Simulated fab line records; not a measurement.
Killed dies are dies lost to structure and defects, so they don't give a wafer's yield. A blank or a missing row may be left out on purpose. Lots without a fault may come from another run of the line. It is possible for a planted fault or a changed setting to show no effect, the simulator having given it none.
Chamber matching + flow gf180mcu + 4 sister chambers for GF_V5_ETCH_16 on rie diel-03
The step etches BARC in N2/H2. 4 wafers are shown with their chamber, then 7 later ones without.

WAFERS PAIRED WITH THEIR CHAMBERS
| wafer  | chamber | drypump motor current A (A) |
|--------|---------|-----------------------------|
| L081.5 | 1       | 5.8                         |
| L081.6 | 0       | 6.5                         |
| L086.3 | 2       | 5.8                         |
| L086.4 | 3       | 5.5                         |

WAFERS WHOSE CHAMBER IS MISSING
| wafer  | drypump motor current A (A) |
|--------|-----------------------------|
| L086.6 | 5.8                         |
| L088.2 | 5.8                         |
| L088.4 | 5.8                         |
| L088.5 | 5.5                         |
| L095.2 | 5.5                         |
| L095.5 | 5.4                         |
| L095.6 | 6.5                         |

WHICH CHAMBER EACH WENT THROUGH
| wafer  | from the rows above     | in truth |
|--------|-------------------------|----------|
| L086.6 | can't be placed: 1 or 2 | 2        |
| L088.2 | can't be placed: 1 or 2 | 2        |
| L088.4 | can't be placed: 1 or 2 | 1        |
| L088.5 | 3                       | 3        |
| L095.2 | 3                       | 3        |
| L095.5 | 3                       | 3        |
| L095.6 | 0                       | 0        |
4 of 7 placed correctly. These rows do not allow placing 3 (true chamber among the candidates in 3). Placed wrongly: 0.
How it was worked out, from the rows above alone: a wafer's distance from a chamber is the root of the sum, over the readings, of the square of ((its reading less the chamber's mean) divided by the reading's scatter). The wafer belongs to the nearest chamber; if the next one is less than 2 further off, it can't be placed. For every chamber, the mean is computed from those of its wafers that are shown. The scatter (one wafer shown for each chamber): square how far every hidden wafer sits from the nearest shown wafer, average those squares and take the square root.
